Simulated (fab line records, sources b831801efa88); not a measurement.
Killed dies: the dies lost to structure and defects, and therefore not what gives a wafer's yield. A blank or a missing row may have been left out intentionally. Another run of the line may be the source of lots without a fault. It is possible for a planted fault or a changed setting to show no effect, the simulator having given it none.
One fault through the eyes of 2 desks	flow sky130	only its own numbers are on each desk; what lay behind them is given at the end

== DESK OF THE TOOL OWNER: pvd-sputter-04 ==
The tool's own readings at SKY_METAL5_SPUTTER_00 (material Ti, target thk 15 nm, time 10 s): means of the sampled wafers that have a number, for each lot that ran on this tool. Marked OUT: a lot whose mean sits more than 4 standard deviations from the usual mean, which makes it out of limits; the brackets give that distance.
Columns: A = cathode-dc-power-W at SKY_METAL5_SPUTTER_00, usual 3000.0 W; B = throttle-valve-pct at SKY_METAL5_SPUTTER_00, usual 30.3 %
lot	first seen here	A	B
L549	day 43 07:13	3000.2	30.8
L553	day 44 22:24	3000.3	29.7
L555	day 45 08:52	3000.0	30.4
L556	day 45 11:45	3000.0	30.1
Finding of this desk: none of the 4 lots has anything out of limits.

== FROM THE METROLOGY DESK ==
What the gauges read for every lot (on any tool): the sampled wafers with a number, averaged. Marked OUT: a lot whose mean sits more than 4 standard deviations from the usual mean, which makes it out of limits; the brackets give that distance.
Columns: A = VIA4_OVL at SKY_VIA4_OVL_MEAS_11, usual -0.6 nm; B = VIA4_W_RS at SKY_VIA4_RS_MEAS_19, usual 0.2247 ohm/sq; C = VIA4_W_THK at SKY_VIA4_THK_MEAS_20, usual 509 nm
lot	first seen here	A	B	C
L549	day 43 05:50	-2.1	0.2261	507
L553	day 44 21:01	1.2	0.2240	505
L555	day 45 07:26	-1.1	0.2267	499
L556	day 45 10:22	0.4	0.2239	511
L557	day 45 16:58	0.1	0.2245	516
L563	day 47 09:14	-1.0	0.2267	505
L568	day 48 18:14	-0.4	0.2229	516
Finding of this desk: none of the 7 lots has anything out of limits.

== BROUGHT TOGETHER ==
The tool owner's desk saw nothing out of limits.
From the metrology desk's view, nothing was out of limits.

== WHAT WAS PUT IN BY THE SIMULATOR ==
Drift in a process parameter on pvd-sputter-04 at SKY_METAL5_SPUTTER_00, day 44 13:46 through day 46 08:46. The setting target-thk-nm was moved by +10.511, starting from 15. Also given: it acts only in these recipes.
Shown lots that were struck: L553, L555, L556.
